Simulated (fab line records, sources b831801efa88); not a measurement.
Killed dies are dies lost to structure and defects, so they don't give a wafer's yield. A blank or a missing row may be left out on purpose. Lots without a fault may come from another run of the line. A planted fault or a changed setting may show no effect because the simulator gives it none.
Chamber matching | flow sky130 | SKY_VIA1_CMP_02 on cmp-02: 4 sister chambers
The step polishes SiO2. 8 wafers are shown with their chamber, then 8 later ones without.

WAFERS WITH THEIR CHAMBER
wafer  | chamber | motor_current_A (A) | slurry_filter_dp_kPa (kPa)
L491.6 | 2       | 12.4                | 13.50
L498.2 | 2       | 12.3                | 13.64
L498.4 | 3       | 11.7                | 13.64
L498.6 | 1       | 11.3                | 13.32
L500.1 | 1       | 11.3                | 13.17
L500.4 | 0       | 11.8                | 13.70
L500.5 | 0       | 11.4                | 13.51
L505.2 | 3       | 10.8                | 13.40

WAFERS WITHOUT THEIR CHAMBER
wafer  | motor_current_A (A) | slurry_filter_dp_kPa (kPa)
L505.3 | 11.2                | 13.35
L505.4 | 12.1                | 13.55
L506.3 | 11.4                | 13.54
L506.5 | 12.5                | 13.59
L506.6 | 11.4                | 13.39
L508.1 | 11.5                | 13.34
L508.2 | 11.8                | 13.49
L508.4 | 13.5                | 13.30

WHICH CHAMBER EACH WENT THROUGH
wafer  | from the rows above               | in truth
L505.3 | can't be placed: 1 or 3 or 0      | 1
L505.4 | can't be placed: 2 or 0 or 3      | 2
L506.3 | can't be placed: 3 or 0 or 1      | 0
L506.5 | 2                                 | 2
L506.6 | can't be placed: 3 or 1 or 0 or 2 | 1
L508.1 | can't be placed: 1 or 3 or 0      | 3
L508.2 | can't be placed: 0 or 3 or 2 or 1 | 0
L508.4 | 2                                 | 2
Placed correctly: 2 of 8. Can't be placed from these rows: 6 (the true chamber is among the candidates in 6). Placed wrongly: 0.
How it was worked out, from the rows above alone: a wafer's distance from a chamber is the root of the sum, over the readings, of the square of ((its reading less the chamber's mean) divided by the reading's scatter). The wafer belongs to the nearest chamber; if the next one is less than 2 further off, it can't be placed. A chamber's mean is the mean of its shown wafers. The scatter: the root of (the sum of the squares of (reading less its chamber's mean) over the shown wafers, divided by (wafers less chambers)).
